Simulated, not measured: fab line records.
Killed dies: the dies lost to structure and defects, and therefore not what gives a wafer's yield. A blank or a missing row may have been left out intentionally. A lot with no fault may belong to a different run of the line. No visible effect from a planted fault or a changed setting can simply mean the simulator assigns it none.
A struck lot beside a sound one    flow sky130    15 steps out of a route of 708
Sound: wafers L183.2, L183.4, L183.5. Struck: wafers L173.2, L173.5, L173.6. At the end, the cause is stated.
For every step that has rows: the tool of each side, followed by ch and its chambers, followed by its first start. Under that, the readings that differ: sound wafers    struck wafers    difference of the means    sigmas: that difference in standard deviations of wafers without a fault.
alike: words and numbers the same on both sides, and readings whose means are apart by under 2 such deviations; not compared: readings that were withheld, readings missing a value for some wafer, numbers with overlapping values and no deviation given by the record, and bounds like >300 which may hide the same value.
A row with sigmas, a row that says differs or no value, or rows on one side alone: a step with any of these is where the two part. When numbers do not overlap yet have no deviation, they are printed without sigmas and do not part them. A reading missing from all wafers of one side parts the sides only when that side holds two or more wafers.

first, 1 step without rows for these wafers: SKY_PWDE_IMPLANT_08.
SKY_PWDE_STRIP_09: strips in O2/N2.
  sound on plasma_asher-03 ch 0,1, day 9 18:10; struck on plasma_asher-03 ch 0,1, day 6 17:31
  alike: drypump_motor_current_A, o2_flow_sccm, oes_product_au, strip_time_to_endpoint_s
  not compared: rf_hours_counter_h
SKY_PWDE_TW_MEAS_10:
  sound on film_metro-03 at day 9 18:17; struck on film_metro-03 at day 6 17:39
  alike: PWDE_TW
then, 7 steps without rows for these wafers: SKY_NWELL_DEHYDRATE_03 (time 60 s); SKY_NWELL_HMDS_04 (prime time 60 s); SKY_NWELL_COAT_05 (resist thk 3000 nm); SKY_NWELL_SOFTBAKE_06; SKY_NWELL_EXPOSE_07 (exposes mask NWM, target cd 840 nm); SKY_NWELL_PEB_08; SKY_NWELL_DEVELOP_09 (develop time 60 s).
SKY_NWELL_OVL_MEAS_10:
  sound on overlay-01 at day 10 16:02; struck on overlay-01 at day 7 11:50
  alike: NWELL_00_OVL
next, for these wafers, 1 step has no rows: SKY_NWELL_IMPLANT_11.
SKY_NWELL_IMPLANT_12:
  sound on implanter-01 ch 0, day 10 16:14; struck on implanter-04 ch 0, day 7 12:02
reading             sound                             struck                            difference   sigmas
dose_ions_cm2       1.3006e+12 1.3025e+12 1.3002e+12  1.4088e+12 1.4063e+12 1.4071e+12  +1.0630e+11  +82
faraday_current_uA  7.18 7.49 7.53                    7.85 7.65 8.00                    +0.43        +3
next, for these wafers, 1 step has no rows: SKY_NWELL_IMPLANT_13.
-- the record jumps here: 41 days lie between the struck wafers' starts before and after (it left off in module NWELL and takes up again in module PAD_OPEN, whose first step shown is number 708 of the route) --
SKY_PAD_OPEN_PROBE_99:
  sound on prober-02 at day 50 23:54; struck on prober-01 at day 48 13:18
reading                                  sound                    struck                   difference  sigmas
model.etest.pfet_16v.vt_v (V)            -1.086 -1.084 -1.076     -1.1 -1.112 -1.094       +0.0        
model.etest.pfet_01v8_lvt.vt_sat_v (V)   -0.4223 -0.4153 -0.4078  -0.4541 -0.4676 -0.4615  -0.0459     
model.etest.pfet_01v8_lvt.vt_v (V)       -0.5163 -0.5081 -0.506   -0.5465 -0.5554 -0.5497  -0.0404     
model.etest.pfet_01v8_lvt.vt_long_v (V)  -0.6373 -0.6329 -0.6303  -0.6686 -0.6724 -0.665   -0.0352     
  alike: killed_at_M0_to_M3, killed_at_M4_up, killed_at_contacts, killed_at_front_end, killed_at_other, killed_dies, killed_open, killed_short
  not compared: model.etest.pfet_g5v0d10v5.off_log10_a_um, model.etest.pfet_g5v0d10v5.vt_long_v

## WHERE THEY PART
Only at SKY_NWELL_IMPLANT_12, within this record. Later steps at which nothing parts them and some readings are alike: SKY_PAD_OPEN_PROBE_99.

WHY: what the simulator had put in
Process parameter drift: implanter-04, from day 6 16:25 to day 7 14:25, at SKY_NWELL_IMPLANT_12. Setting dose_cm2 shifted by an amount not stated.
